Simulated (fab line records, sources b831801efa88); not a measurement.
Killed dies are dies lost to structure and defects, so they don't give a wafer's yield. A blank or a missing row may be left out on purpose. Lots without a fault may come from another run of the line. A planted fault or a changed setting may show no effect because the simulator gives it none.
One fault seen from 2 desks | flow gf180mcu | each desk has only its own numbers; what lay behind them comes last

THE METROLOGY DESK
What the gauges read, lot by lot, whatever tool the lot ran on: means of the sampled wafers that have a number. A lot is out of limits, marked OUT, if its mean lies more than 4 standard deviations from the usual mean; the brackets give that distance.
Columns: A = VT_IMPLANT_02_OVL at GF_VT_IMPLANT_OVL_MEAS_29, usual -0.5 nm; B = VT_IMPLANT_3_TW at GF_VT_IMPLANT_TW_MEAS_32, usual 273; C = VT_IMPLANT_03_OVL at GF_VT_IMPLANT_OVL_MEAS_40, usual 0.4 nm
lot  | first seen here | A    | B   | C
L838 | day 7 12:14     | -0.0 | 266 | 1.0
L844 | day 8 16:22     | 1.0  | 266 | 0.5
L846 | day 9 06:25     | -0.3 | 277 | -0.5
L855 | day 11 22:17    | -1.0 | 275 | 0.1
L856 | day 12 05:02    | 0.9  | 276 | -0.5
L860 | day 13 04:49    | 0.3  | 275 | -1.4
This desk's finding: nothing out of limits on any of the 6 lots.

THE TOOL OWNER'S DESK: implanter-04
The tool's own readings at GF_VT_IMPLANT_IMPLANT_41: means of the sampled wafers that have a number, for each lot that ran on this tool. A lot is out of limits, marked OUT, if its mean lies more than 4 standard deviations from the usual mean; the brackets give that distance.
Columns: A = beam_on_s at GF_VT_IMPLANT_IMPLANT_41, usual 10.02 s; B = faraday_current_uA at GF_VT_IMPLANT_IMPLANT_41, usual 5.70
lot  | first seen here | A                | B
L838 | day 8 04:41     | 9.89             | 5.77
L844 | day 9 09:45     | 11.29 (+6.1) OUT | 5.08 (-5.2) OUT
L846 | day 9 23:52     | 11.02 (+4.8) OUT | 5.17 (-4.4) OUT
L856 | day 13 00:41    | 10.22            | 5.58
This desk's finding: out of limits on L844, L846; first on L844, day 9 09:45 (beam_on_s at GF_VT_IMPLANT_IMPLANT_41). In limits: L838, L856.

PUT TOGETHER
The tool owner's desk could have raised an alarm at day 9 09:45, on L844, L846.
The metrology desk saw nothing out of limits.
The metrology desk has L844, L846 on record, within its limits.
Of the lots named, all ran GF_VT_IMPLANT_IMPLANT_41 on implanter-04.

WHAT THE SIMULATOR HAD PUT IN
Process parameter drift: implanter-04, from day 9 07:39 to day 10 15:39, at GF_VT_IMPLANT_IMPLANT_41. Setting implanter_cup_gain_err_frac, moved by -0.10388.
Lots struck among those shown: L844, L846.
Hours from the fault's start to each desk's first reading out of limits: the tool owner's desk, 2.
